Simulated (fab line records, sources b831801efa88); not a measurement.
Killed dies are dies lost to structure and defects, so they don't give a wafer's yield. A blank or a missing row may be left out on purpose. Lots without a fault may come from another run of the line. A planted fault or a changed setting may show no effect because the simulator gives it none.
fab line records | flow sfq_line
record lots=5 wafers=23
route steps=325 shown C5@241 M6@256 I6@267 M7@286 M8@321
start_h: hours from the record's first day to the start of the lot's first wafer shown | wait_h: hours since the lot's step before | " the same as in the row above | L1.1+2: a row that stands for several wafers | - no value, or no start given | * or withheld: withheld | < > ~ a bound
route shown NAME@n: a module of which the file shows steps, and the number in the route of the first | usual: mean/standard deviation of fault-free wafers | same: alike in all rows | chamber/n: place in a boat | sites: the reading at each site | _std_site: their standard deviation | _edge_site: outer sites' mean less inner sites' | radius_mm: how far each site lies from the wafer's centre | mask NAME#n: copy n | behind: the tool/chamber that last shaped the wafer | hold: why the lot was held/for how many hours/how that ended | device: the transistor (n, p or np) that didn't switch | end of line: the same wafers' tests at the end of the route | a step without rows: its recipe alone | killed: dies lost to structure and defects at the first sort, not the wafer's yield | map: a wafer's dies, x killed, . not, _ none there
set.NAME: the setting as run; set.NAME@STEP: as run at that earlier step | model.NAME: the simulator's own value behind a step, which no gauge read
lots whose settings were changed on purpose; a table a step, a row a wafer
## steps
# step SFQ_TRILAYER_C5_LITHO_COAT_151
# recipe resist=KrF spin_rpm=3000 resist_thk_nm=650
# columns lot.wafer tool chamber start_h wait_h set.spin_rpm model.KrF_of_TRILAYER_C5_LITHO_COAT_151.thk_nm
L080.2 litho_track-02 0 1573.27 0.2 3000 646.9
L080.3 " 0 " " 2932 654.4
L080.4 " 0 " " 2932 654.2
L080.5 " 0 " " 3000 648.1
L080.6 " 0 " " 3000 644.9
L081.1 litho_track-04 0 1577.30 0.2 3000 646.9
L081.2 " 0 " " 3000 647.5
L081.3 " 0 " " 3000 649.5
L082.1 litho_track-02 0 1705.35 0.2 3000 650.1
L082.2 " 0 " " 3000 649.8
L082.3+4 " 0 " " 3000 651
L082.5 " 0 " " 3000 651.8
L084.1 litho_track-01 0 1712.11 0.2 2922 660
L084.2 " 0 " " 3000 652.6
L084.4 " 0 " " 2922 661.8
L084.5 " 0 " " 3000 651.8
L084.6 " 0 " " 2922 660.6
L085.1 litho_track-04 0 1720.52 0.2 3161 630.6
L085.2 " 0 " " 3161 629.7
L085.3 " 0 " " 3161 631.8
L085.5 " 0 " " 3000 645.7
L085.6 " 0 " " 3000 648.3
# step SFQ_TRILAYER_C5_LITHO_SOFTBAKE_155
# recipe temp_c=withheld time_s=withheld resist=KrF
# step SFQ_TRILAYER_C5_LITHO_EXPOSE_152
# recipe mask_id=C5 na=0.6 source_shape=conventional sigma_outer=0.65 target_cd_nm=500 dose_mj=21.3
# step SFQ_TRILAYER_C5_BARC_OPEN_VIA_ETCH_210
# recipe mask_material=PR chemistry=O2 target_depth_nm=125 target=BARC source_w=500 bias_w=80 pressure_mtorr=30 time_s=41.7
# step SFQ_TRILAYER_C5_ETCH_VIA_ETCH_154
# recipe target=SiO2 mask_material=PR chemistry=CHF3 target_depth_nm=84 source_w=500 bias_w=80 pressure_mtorr=30 time_s=withheld stop_on=Nb
# usual oes_product_au=0.894/0.0086
# columns lot.wafer tool chamber start_h wait_h set.time_s@TRILAYER_A5C_DEP_PECVD_142 oes_product_au model.C5.feature_depth_nm
L080.2 rie_diel-04 3 1701.12 0.0 * 0.886 69.03
L080.3 " 2 " " * 0.841 62.74
L080.4 " 1 " " * 0.904 70.93
L080.5 " 0 " " * 0.840 63.1
L080.6 " 1 " " * 0.903 71.05
L081.1 rie_diel-03 1 1702.48 0.0 * 0.893 69.38
L081.2 " 0 " " * 0.872 68
L081.3 " 2 " " * 0.879 68.52
L082.1 rie_diel-02 0 1780.41 0.0 * 0.938 75.14
L082.2 " 1 " " * 0.931 75.71
L082.3 " 3 " " * 0.887 69.04
L082.4 " 2 " " * 0.959 77.37
L082.5 " 0 " " * 0.895 70.42
L084.1 rie_diel-03 0 1825.27 0.0 * 0.889 69.92
L084.2 " 2 " " * 0.884 68.64
L084.4 " 0 " " * 0.903 71.03
L084.5 " 2 " " * 0.869 65.69
L084.6 " 3 " " * 0.870 66.43
L085.1 rie_diel-02 1 1836.07 0.0 * 0.885 69.02
L085.2 " 2 " " * 0.887 68.46
L085.3 " 3 " " * 0.893 69.6
L085.5 " 2 " " * 0.892 69.68
L085.6 " 1 " " * 0.906 70.84
# step SFQ_TRILAYER_M6_LITHO_COAT_159
# recipe resist=KrF spin_rpm=3000 resist_thk_nm=600
# columns lot.wafer tool chamber start_h wait_h set.resist_thk_nm model.KrF_of_TRILAYER_M6_LITHO_COAT_159.thk_nm
L080.2 litho_track-03 0 1702.60 0.2 582 583.5
L080.3 " 0 " " 582 583.1
L080.4 " 0 " " 600 602
L080.5 " 0 " " 600 601.2
L080.6 " 0 " " 582 581.7
L081.1 litho_track-02 0 1703.91 0.2 600 599.7
L081.2 " 0 " " 600 599.2
L081.3 " 0 " " 600 599.5
L082.1 litho_track-02 0 1782.43 0.2 612.7 613.4
L082.2 " 0 " " 600 600.9
L082.3 " 0 " " 612.7 615
L082.4 " 0 " " 600 600.1
L082.5 " 0 " " 612.7 613.6
L084.1 litho_track-04 0 1826.69 0.2 600 599.8
L084.2 " 0 " " 600 597.3
L084.4 " 0 " " 600 601.1
L084.5 " 0 " " 600 596.5
L084.6 " 0 " " 600 599.7
L085.1 litho_track-04 0 1837.49 0.2 629.9 629.2
L085.2 " 0 " " 600 597.6
L085.3 " 0 " " 600 598.5
L085.5 " 0 " " 629.9 627.4
L085.6 " 0 " " 629.9 629.4
# step SFQ_TRILAYER_M6_BARC_OPEN_METAL_ETCH_206
# recipe mask_material=PR chemistry=O2 target_depth_nm=125 target=BARC icp_w=600 bias_w=80 pressure_mtorr=10 time_s=41.7
# columns lot.wafer tool chamber start_h wait_h set.icp_w set.resist_thk_nm@TRILAYER_M6_LITHO_COAT_159 model.KrF_of_TRILAYER_M6_LITHO_COAT_159.thk_nm
L080.2 rie_metal-03 1 1774.26 0.0 563.6 582 508
L080.3 " 1 " " 600 582 504.4
L080.4 " 1 " " 600 600 523.8
L080.5 " 1 " " 563.6 600 525.8
L080.6 " 1 " " 600 582 503
L081.1 rie_metal-01 1 1775.44 0.0 600 600 523.7
L081.2 " 0 " " 600 600 523
L081.3 " 1 " " 600 600 523.8
L082.1 rie_metal-04 0 1785.33 0.0 629.6 612.7 531.6
L082.2 " 1 " " 629.6 600 520.6
L082.3 " 0 " " 629.6 612.7 533.5
L082.4 " 1 " " 600 600 522.2
L082.5 " 0 " " 600 612.7 534.8
L084.1 rie_metal-04 1 1929.35 0.0 531.9 600 528.4
L084.2 " 0 " " 600 600 518
L084.4 " 0 " " 600 600 522.1
L084.5 " 1 " " 531.9 600 524.7
L084.6 " 0 " " 600 600 520.2
L085.1 rie_metal-04 1 1943.88 0.0 600 629.9 552.3
L085.2 " 0 " " 600 600 518.6
L085.3 " 0 " " 600 600 519.7
L085.5 " 0 " " 600 629.9 548.5
L085.6 " 1 " " 600 629.9 552.6
# step SFQ_TRILAYER_M6_ETCH_METAL_ETCH_162
# recipe target=Nb stop_on=SiO2 mask_material=PR chemistry=Cl2/Ar target_depth_nm=240 icp_w=600 bias_w=80 pressure_mtorr=10 time_s=120
# columns lot.wafer tool chamber start_h wait_h set.resist_thk_nm@TRILAYER_M6_LITHO_COAT_159 model.KrF_of_TRILAYER_M6_LITHO_COAT_159.thk_nm
L080.2 rie_metal-03 1 1774.40 0.1 582 364.9
L080.3 " 1 " " 582 361.5
L080.4 " 1 " " 600 380
L080.5 " 1 " " 600 382.7
L080.6 " 1 " " 582 357.7
L081.1 rie_metal-01 1 1775.50 0.0 600 384.9
L081.2 " 0 " " 600 383
L081.3 " 1 " " 600 385.4
L082.1 rie_metal-04 0 1785.39 0.0 612.7 384.4
L082.2 " 1 " " 600 377.5
L082.3 " 0 " " 612.7 385.7
L082.4 " 1 " " 600 378.5
L082.5 " 0 " " 612.7 386.8
L084.1 rie_metal-04 1 1929.41 0.0 600 389.7
L084.2 " 0 " " 600 373.2
L084.4 " 0 " " 600 376.2
L084.5 " 1 " " 600 385
L084.6 " 0 " " 600 373.9
L085.1 rie_metal-04 1 1943.94 0.0 629.9 411.6
L085.2 " 0 " " 600 372.6
L085.3 " 0 " " 600 373.4
L085.5 " 0 " " 629.9 403.6
L085.6 " 1 " " 629.9 412.6
# step SFQ_TRILAYER_I6_CMP_CMP_166
# recipe material=SiO2 down_force_psi=3 platen_rpm=60 pad_velocity_m_s=0.94248
# columns lot.wafer tool chamber start_h wait_h set.leave_above_ref_nm model.SiO2_of_TRILAYER_I6_DEP_PECVD_165.thk_nm
L080.3 cmp-01 0 1778.61 2.6 200 199.5
L080.4 " 1 " " 200 199.9
L080.2 " 2 " " 200 200
L080.5 " 0 1780.61 4.5 200 198.5
L080.6 " 1 " " 200 200.2
L081.3+1 cmp-02 1,3 1778.75 2.3 200 201.5
L081.2 " 2 " " 200 199.7
L082.1 cmp-02 3 1786.37 0.0 200 202
L082.3 " 0 " " 207.3 208.1
L082.4 " 1 " " 207.3 209
L082.2 " 2 " " 200 200.3
L082.5 " 3 " " 200 202.2
L084.4 cmp-01 0 1930.39 0.0 200 198.4
L084.1 " 1 " " 209.8 210.2
L084.2 " 3 1931.89 1.5 200 199.7
L084.6 " 0 " " 209.8 209.5
L084.5 " 1 " " 209.8 209.4
L085.3 cmp-02 3 1944.91 0.0 194.2 197.1
L085.2 " 0 " " 200 201.3
L085.1 " 2 1946.41 1.5 200 198.2
L085.6 " 3 " " 200 202.5
L085.5 " 0 " " 194.2 194.7
# step SFQ_TRILAYER_I6_METRO_MEASURE_167
# usual thk_nm=200.3/1.2
# columns lot.wafer tool chamber start_h wait_h set.leave_above_ref_nm@TRILAYER_I6_CMP_CMP_166 thk_nm
L081.1 film_metro-02 - 1781.87 0.1 200 201.5
L081.2 " - " " 200 199.6
L081.3 " - " " 200 201.8
L080.2 film_metro-03 - 1781.93 0.3 200 200.2
L080.3 " - " " 200 199.4
L080.4 " - " " 200 199.9
L080.5 " - " " 200 198.5
L080.6 " - " " 200 200.0
L082.1 film_metro-04 - 1789.49 0.1 200 202.0
L082.2 " - " " 200 200.4
L082.3 " - " " 207.3 208.0
L082.4 " - " " 207.3 208.8
L082.5 " - " " 200 202.1
L084.1 film_metro-02 - 1933.51 0.1 209.8 210.3
L084.2 " - " " 200 199.7
L084.4 " - " " 200 198.4
L084.5 " - " " 209.8 209.1
L084.6 " - " " 209.8 209.6
L085.1 film_metro-04 - 1948.03 0.1 200 198.2
L085.2 " - " " 200 201.2
L085.3 " - " " 194.2 197.1
L085.5 " - " " 194.2 194.7
L085.6 " - " " 200 202.5
# step SFQ_TRILAYER_I6_VIA_LITHO_EXPOSE_170
# recipe mask_id=I6 na=0.6 source_shape=conventional sigma_outer=0.65 target_cd_nm=700 dose_mj=21.3
# columns lot.wafer tool chamber start_h wait_h mask set.dose_mj
L080.2+3 krf_scanner-01 0 1876.70 - I6#0 22.87
L080.4+5+6 " 0 " " I6#0 21.3
L081.1+2+3 krf_scanner-01 0 1877.70 - I6#0 21.3
L082.1+2+3+4+5 krf_scanner-01 0 1880.20 - I6#0 21.3
L084.1+2+4 krf_scanner-01 0 1935.46 - I6#0 21.3
L084.5+6 " 0 " " I6#0 22.18
L085.1+2+3+5+6 krf_scanner-01 0 1949.98 - I6#0 21.3
# step SFQ_TRILAYER_I6_VIA_BARC_OPEN_VIA_ETCH_235
# recipe mask_material=PR chemistry=O2 target_depth_nm=125 target=BARC source_w=500 bias_w=80 pressure_mtorr=30 time_s=41.7
# usual oes_product_au=0.686/0.0041
# columns lot.wafer tool chamber start_h wait_h set.time_s set.dose_mj@TRILAYER_I6_VIA_LITHO_EXPOSE_170 oes_product_au model.I6.cd_nm model.KrF_of_TRILAYER_I6_VIA_LITHO_COAT_169.thk_nm
L080.2 rie_diel-04 0 1878.03 0.0 44.55 22.87 0.672 710.6 569
L080.3 " 3 " " 41.7 22.87 0.687 712.7 572.5
L080.4 " 1 " " 41.7 21.3 0.684 700.4 575.7
L080.5 " 3 " " 44.55 21.3 0.675 700.9 569.5
L080.6 " 2 " " 44.55 21.3 0.683 698.4 567.6
L081.1 rie_diel-03 1 1879.23 0.0 41.7 21.3 0.682 700.7 571.7
L081.2 " 2 " " 41.7 21.3 0.685 702.8 571.8
L081.3 " 0 " " 41.7 21.3 0.694 699.4 573.2
L082.1 rie_diel-01 0 1881.73 0.0 41.7 21.3 0.689 700.3 569.6
L082.2 " 3 " " 41.7 21.3 0.683 702.8 573.4
L082.3 " 2 " " 41.7 21.3 0.689 701.6 571.1
L082.4 " 1 " " 41.7 21.3 0.687 701.4 573.3
L082.5 " 2 " " 41.7 21.3 0.681 703 569.5
L084.1 rie_diel-03 1 1937.00 0.0 41.7 21.3 0.689 702.5 571.8
L084.2 " 3 " " 35.69 21.3 0.734 701 580.1
L084.4 " 2 " " 41.7 21.3 0.683 702.8 573.6
L084.5 " 1 " " 35.69 22.18 0.739 708 582.6
L084.6 " 3 " " 35.69 22.18 0.733 708.4 580.8
L085.1 rie_diel-03 2 1951.52 0.0 35.63 21.3 0.735 701.7 586.6
L085.2 " 3 " " 41.7 21.3 0.681 701.8 575.2
L085.3 " 1 " " 35.63 21.3 0.747 701 584.6
L085.5 " 3 " " 41.7 21.3 0.684 701.1 577.3
L085.6 " 2 " " 41.7 21.3 0.686 701.2 576.9
# step SFQ_TRILAYER_I6_VIA_ETCH_VIA_ETCH_172
# recipe target=SiO2 stop_on=Nb mask_material=PR taper_deg=20 chemistry=CHF3 target_depth_nm=260 source_w=508.3 bias_w=80 pressure_mtorr=30 time_s=withheld
# usual oes_product_au=0.855/0.0051
# columns lot.wafer tool chamber start_h wait_h set.leave_above_ref_nm@TRILAYER_I6_CMP_CMP_166 set.dose_mj@TRILAYER_I6_VIA_LITHO_EXPOSE_170 set.time_s@TRILAYER_I6_VIA_BARC_OPEN_VIA_ETCH_235 oes_product_au model.I6.cd_nm model.I6.feature_depth_nm model.KrF_of_TRILAYER_I6_VIA_LITHO_COAT_169.thk_nm
L080.2 rie_diel-04 0 1878.07 0.0 200 22.87 * 0.854 712.4 200.1 523.9
L080.3 " 3 " " 200 22.87 * 0.853 709.3 199.6 526.7
L080.4 " 1 " " 200 21.3 * 0.850 702.6 200 531.2
L080.5 " 3 " " 200 21.3 * 0.856 697.1 198.6 523.7
L080.6 " 2 " " 200 21.3 * 0.859 696.4 200.3 521.1
L081.1 rie_diel-03 1 1879.27 0.0 200 21.3 * 0.858 700.6 201.7 526.6
L081.2 " 2 " " 200 21.3 * 0.860 701.2 199.9 526
L081.3 " 0 " " 200 21.3 * 0.855 701.3 201.7 527.7
L082.1 rie_diel-01 0 1881.77 0.0 200 21.3 * 0.863 698.1 202.1 523.7
L082.2 " 3 " " 200 21.3 * 0.855 701.5 200.5 529.8
L082.3 " 2 " " 207.3 21.3 * 0.873 700.5 208.2 525.2
L082.4 " 1 " " 207.3 21.3 * 0.873 697.6 209.1 528
L082.5 " 2 " " 200 21.3 * 0.867 702.1 202.4 523.6
L084.1 rie_diel-03 1 1937.03 0.0 209.8 21.3 * 0.887 703.3 210.4 526.8
L084.2 " 3 " " 200 21.3 * 0.854 704.2 199.8 534.9
L084.4 " 2 " " 200 21.3 * 0.851 701.4 198.5 528.6
L084.5 " 1 " " 209.8 22.18 * 0.878 709.4 209.5 537.8
L084.6 " 3 " " 209.8 22.18 * 0.881 711.6 209.6 535.6
L085.1 rie_diel-03 2 1951.56 0.0 200 21.3 * 0.850 701.4 198.4 541.5
L085.2 " 3 " " 200 21.3 * 0.858 704.1 201.5 530.2
L085.3 " 1 " " 194.2 21.3 * 0.845 703 197.3 539.7
L085.5 " 3 " " 194.2 21.3 * 0.843 703.5 194.8 532.1
L085.6 " 2 " " 200 21.3 * 0.856 701.3 202.6 532.2
# step SFQ_TRILAYER_M7_LITHO_COAT_177
# recipe resist=KrF spin_rpm=3000 resist_thk_nm=600
# columns lot.wafer tool chamber start_h wait_h set.spin_rpm model.KrF_of_TRILAYER_M7_LITHO_COAT_177.thk_nm
L080.2 litho_track-04 0 1879.61 0.2 3000 599.1
L080.3 " 0 " " 2895 612.2
L080.4 " 0 " " 3000 600.6
L080.5 " 0 " " 2895 610.4
L080.6 " 0 " " 2895 611.3
L081.1+3 litho_track-01 0 1880.93 0.2 3000 596
L081.2 " 0 " " 3000 598.6
L082.1 litho_track-03 0 1883.26 0.2 3000 600.7
L082.2 " 0 " " 2932 609.4
L082.3 " 0 " " 3000 602.3
L082.4 " 0 " " 3000 600.5
L082.5 " 0 " " 2932 610.6
L084.1+2 litho_track-01 0 1938.52 0.2 3000 598.7
L084.4 " 0 " " 3152 584.8
L084.5 " 0 " " 3000 598
L084.6 " 0 " " 3152 583.5
L085.1 litho_track-01 0 1953.05 0.2 3136 586.8
L085.2 " 0 " " 3000 598.3
L085.3 " 0 " " 3000 599
L085.5 " 0 " " 3136 586.3
L085.6 " 0 " " 3000 599.5
# step SFQ_TRILAYER_M7_ETCH_METAL_ETCH_180
# recipe target=Nb stop_on=SiO2 mask_material=PR chemistry=Cl2/Ar target_depth_nm=240 icp_w=600 bias_w=80 pressure_mtorr=10 time_s=120
# columns lot.wafer tool chamber start_h wait_h set.time_s set.leave_above_ref_nm@TRILAYER_I6_CMP_CMP_166 model.SiO2_of_TRILAYER_I6_DEP_PECVD_165.thk_nm
L080.2 rie_metal-03 0 1964.46 0.0 125 200 191.5
L080.3 " 0 " " 120 200 192
L080.4 " 1 " " 120 200 192.4
L080.5 " 1 " " 120 200 190.9
L080.6 " 0 " " 125 200 191.6
L081.1+3 rie_metal-01 0 1965.66 0.0 120 200 194
L081.2 " 1 " " 120 200 192.2
L082.1 rie_metal-01 1 1968.06 0.0 120 200 194.5
L082.2 " 0 " " 120 200 192.8
L082.3 " 0 " " 120 207.3 200.6
L082.4 " 1 " " 120 207.3 201.5
L082.5 " 0 " " 120 200 194.7
L084.1 rie_metal-01 0 1970.78 0.0 130.3 209.8 200.7
L084.2 " 1 " " 120 200 192.2
L084.4 " 1 " " 120 200 190.9
L084.5 " 1 " " 130.3 209.8 199.9
L084.6 " 0 " " 120 209.8 202
L085.1 rie_metal-03 1 1971.98 0.0 120 200 190.8
L085.2 " 0 " " 120 200 193.8
L085.3 " 1 " " 120 194.2 189.6
L085.5 " 1 " " 120 194.2 187.2
L085.6 " 0 " " 120 200 195
# step SFQ_TRILAYER_M8_DEP_EVAP_196
# recipe material=Au angular_spread_deg=1 target_thk_nm=180 time_s=900 power_w=2000
# columns lot.wafer tool chamber start_h wait_h set.time_s model.Au_of_TRILAYER_M8_DEP_EVAP_196.thk_nm
L080.2 pvd_sputter-02 - 2070.59 0.1 900 180.9
L080.3 " - " " 900 178.8
L080.4 " - " " 900 182.3
L080.5 " - " " 900 180.8
L080.6 " - " " 900 180.7
L081.1 pvd_sputter-01 - 2072.97 0.1 900 182.7
L081.2 " - " " 900 178.5
L081.3 " - " " 900 184.1
L082.1 pvd_sputter-02 - 2075.39 0.1 900 180.5
L082.2 " - " " 900 181.6
L082.3 " - " " 823.3 167.7
L082.4 " - " " 823.3 168.1
L082.5 " - " " 900 182.4
L084.1 pvd_sputter-02 - 2078.99 0.1 900 181.7
L084.2 " - " " 900 180
L084.4 " - " " 900 179.9
L084.5 " - " " 900 181.2
L084.6 " - " " 900 179.3
L085.1 pvd_sputter-01 - 2081.37 0.1 813.9 162.1
L085.2 " - " " 900 172.5
L085.3 " - " " 813.9 162.3
L085.5 " - " " 900 179.6
L085.6 " - " " 813.9 163.1
# step SFQ_M8_RS_MEAS_949
# recipe thk_meas_gauge=four-point-probe reads=Au_of_TRILAYER_M8_DEP_EVAP_196+Pt_of_TRILAYER_M8_DEP_EVAP_198+Ti_of_TRILAYER_M8_DEP_EVAP_197
# usual M8_AU_RS=0.1533/0.002
# columns lot.wafer tool chamber start_h wait_h set.time_s@TRILAYER_M8_DEP_EVAP_196 M8_AU_RS[ohm/sq]
L080.2 film_metro-03 - 2071.19 0.3 900 0.1532
L080.3 " - " " 900 0.1547
L080.4 " - " " 900 0.1512
L080.5 " - " " 900 0.1525
L080.6 " - " " 900 0.1527
L081.1 film_metro-01 - 2073.48 0.3 900 0.1516
L081.2 " - " " 900 0.1555
L081.3 " - " " 900 0.1506
L082.1 film_metro-01 - 2075.97 0.3 900 0.1538
L082.2 " - " " 900 0.1526
L082.3 " - " " 823.3 0.1656
L082.4 " - " " 823.3 0.1652
L082.5 " - " " 900 0.1521
L084.1 film_metro-04 - 2079.57 0.3 900 0.1524
L084.2 " - " " 900 0.1540
L084.4 " - " " 900 0.1539
L084.5 " - " " 900 0.1536
L084.6 " - " " 900 0.1550
L085.1 film_metro-04 - 2081.88 0.3 813.9 0.1713
L085.2 " - " " 900 0.1607
L085.3 " - " " 813.9 0.1712
L085.5 " - " " 900 0.1543
L085.6 " - " " 813.9 0.1703
# step SFQ_M8_THK_MEAS_950
# recipe thk_meas_gauge=xrf reads=Au_of_TRILAYER_M8_DEP_EVAP_196
# usual M8_AU_THK=179.0/2.6
# columns lot.wafer tool chamber start_h wait_h set.time_s@TRILAYER_M8_DEP_EVAP_196 M8_AU_THK[nm]
L080.2 film_metro-03 - 2071.30 0.1 900 178.7
L080.3 " - " " 900 176.6
L080.4 " - " " 900 179.4
L080.5 " - " " 900 178.5
L080.6 " - " " 900 178.0
L081.1 film_metro-01 - 2073.60 0.1 900 180.4
L081.2 " - " " 900 176.2
L081.3 " - " " 900 182.6
L082.1 film_metro-01 - 2076.09 0.1 900 177.8
L082.2 " - " " 900 179.5
L082.3 " - " " 823.3 165.8
L082.4 " - " " 823.3 167.0
L082.5 " - " " 900 180.1
L084.1 film_metro-04 - 2079.69 0.1 900 182.2
L084.2 " - " " 900 180.7
L084.4 " - " " 900 180.7
L084.5 " - " " 900 180.6
L084.6 " - " " 900 179.8
L085.1 film_metro-04 - 2082.00 0.1 813.9 161.5
L085.2 " - " " 900 172.3
L085.3 " - " " 813.9 162.3
L085.5 " - " " 900 180.1
L085.6 " - " " 813.9 163.1
## key
split step=SFQ_TRILAYER_C5_LITHO_COAT_151 setting=spin_rpm stated=3000 by=wafer
response step=SFQ_TRILAYER_C5_LITHO_COAT_151 reading=model.KrF_of_TRILAYER_C5_LITHO_COAT_151.thk_nm change=-3.13 per=1% r=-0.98
split step=SFQ_TRILAYER_M6_LITHO_COAT_159 setting=resist_thk_nm stated=600 by=wafer
response step=SFQ_TRILAYER_M6_LITHO_COAT_159 reading=model.KrF_of_TRILAYER_M6_LITHO_COAT_159.thk_nm change=+6.2 per=1% r=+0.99
response step=SFQ_TRILAYER_M6_BARC_OPEN_METAL_ETCH_206 reading=model.KrF_of_TRILAYER_M6_LITHO_COAT_159.thk_nm change=+6.36 per=1% r=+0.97
response step=SFQ_TRILAYER_M6_ETCH_METAL_ETCH_162 reading=model.KrF_of_TRILAYER_M6_LITHO_COAT_159.thk_nm change=+6.7 per=1% r=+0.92
split step=SFQ_TRILAYER_M6_BARC_OPEN_METAL_ETCH_206 setting=icp_w stated=600 by=wafer
response none clear
split step=SFQ_TRILAYER_I6_CMP_CMP_166 setting=leave_above_ref_nm stated=200 by=wafer
response step=SFQ_TRILAYER_I6_CMP_CMP_166 reading=model.SiO2_of_TRILAYER_I6_DEP_PECVD_165.thk_nm change=+2 per=1% r=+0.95
response step=SFQ_TRILAYER_I6_METRO_MEASURE_167 reading=thk_nm change=+1.98 per=1% r=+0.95
response step=SFQ_TRILAYER_I6_VIA_ETCH_VIA_ETCH_172 reading=oes_product_au change=+0.00467 per=1% r=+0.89
response step=SFQ_TRILAYER_I6_VIA_ETCH_VIA_ETCH_172 reading=model.I6.feature_depth_nm change=+2 per=1% r=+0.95
response step=SFQ_TRILAYER_M7_ETCH_METAL_ETCH_180 reading=model.SiO2_of_TRILAYER_I6_DEP_PECVD_165.thk_nm change=+1.86 per=1% r=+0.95
split step=SFQ_TRILAYER_I6_VIA_LITHO_EXPOSE_170 setting=dose_mj stated=21.3 by=wafer
response step=SFQ_TRILAYER_I6_VIA_BARC_OPEN_VIA_ETCH_235 reading=model.I6.cd_nm change=+1.57 per=1% r=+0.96
response step=SFQ_TRILAYER_I6_VIA_ETCH_VIA_ETCH_172 reading=model.I6.cd_nm change=+1.69 per=1% r=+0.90
split step=SFQ_TRILAYER_I6_VIA_BARC_OPEN_VIA_ETCH_235 setting=time_s stated=41.7 by=wafer
response step=SFQ_TRILAYER_I6_VIA_BARC_OPEN_VIA_ETCH_235 reading=oes_product_au change=-0.00342 per=1% r=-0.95
response step=SFQ_TRILAYER_I6_VIA_BARC_OPEN_VIA_ETCH_235 reading=model.KrF_of_TRILAYER_I6_VIA_LITHO_COAT_169.thk_nm change=-0.625 per=1% r=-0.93
response step=SFQ_TRILAYER_I6_VIA_ETCH_VIA_ETCH_172 reading=model.KrF_of_TRILAYER_I6_VIA_LITHO_COAT_169.thk_nm change=-0.632 per=1% r=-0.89
split step=SFQ_TRILAYER_M7_LITHO_COAT_177 setting=spin_rpm stated=3000 by=wafer
response step=SFQ_TRILAYER_M7_LITHO_COAT_177 reading=model.KrF_of_TRILAYER_M7_LITHO_COAT_177.thk_nm change=-2.97 per=1% r=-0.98
split step=SFQ_TRILAYER_M7_ETCH_METAL_ETCH_180 setting=time_s stated=120 by=wafer
response none clear
split step=SFQ_TRILAYER_M8_DEP_EVAP_196 setting=time_s stated=900 by=wafer
response step=SFQ_TRILAYER_M8_DEP_EVAP_196 reading=model.Au_of_TRILAYER_M8_DEP_EVAP_196.thk_nm change=+1.5 per=1% r=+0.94
response step=SFQ_M8_RS_MEAS_949 reading=M8_AU_RS change=-0.00144 per=1% r=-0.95
response step=SFQ_M8_THK_MEAS_950 reading=M8_AU_THK change=+1.47 per=1% r=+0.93
split outside_this_file step=SFQ_TRILAYER_A5C_DEP_PECVD_142 setting=time_s
# split outside_this_file: this setting was split too, and the file shows its column; the key of that split is in another file
